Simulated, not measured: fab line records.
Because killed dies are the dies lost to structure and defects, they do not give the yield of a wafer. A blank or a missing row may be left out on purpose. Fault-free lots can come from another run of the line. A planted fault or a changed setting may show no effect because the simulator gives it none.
Chamber matching + flow sky130 + SKY_LI_CONTACT_CMP_24 on cmp-02 has 4 sister chambers
The step polishes, stops on PSG, t overpolish 20 s, target thk 0 nm. 4 wafers are shown with their chamber, then 8 later ones without.

== EACH WAFER AND ITS CHAMBER ==
| wafer  | chamber | motor_current_A (A) |
|--------|---------|---------------------|
| L186.2 | 0       | 11.3                |
| L191.1 | 3       | 9.3                 |
| L191.3 | 1       | 10.1                |
| L193.1 | 2       | 12.3                |

== WAFERS WITHOUT THEIR CHAMBER ==
| wafer  | motor_current_A (A) |
|--------|---------------------|
| L193.2 | 11.5                |
| L193.6 | 11.2                |
| L197.3 | 9.4                 |
| L197.4 | 10.7                |
| L197.5 | 10.9                |
| L198.3 | 10.4                |
| L198.4 | 11.8                |
| L198.5 | 10.8                |

== WHICH CHAMBER EACH WENT THROUGH ==
| wafer  | from the rows above     | in truth |
|--------|-------------------------|----------|
| L193.2 | can't be placed: 0 or 2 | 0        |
| L193.6 | 0                       | 0        |
| L197.3 | can't be placed: 3 or 1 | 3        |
| L197.4 | can't be placed: 1 or 0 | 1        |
| L197.5 | can't be placed: 0 or 1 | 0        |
| L198.3 | can't be placed: 1 or 0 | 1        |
| L198.4 | can't be placed: 0 or 2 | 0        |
| L198.5 | can't be placed: 0 or 1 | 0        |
Correctly placed: 1 of 8. Cannot be placed on the basis of these rows: 7; the candidates contain the true chamber in 7. Placed wrongly: 0.
How it was worked out, from the rows above alone: a wafer's distance from a chamber is the root of the sum, over the readings, of the square of ((its reading less the chamber's mean) divided by the reading's scatter). If the next closest chamber is less than 2 further off than the closest, the wafer can't be placed; otherwise it belongs to the closest. For every chamber, the mean is computed from those of its wafers that are shown. The scatter: root of mean squared gap, hidden wafer to nearest shown wafer, with one shown wafer a chamber.
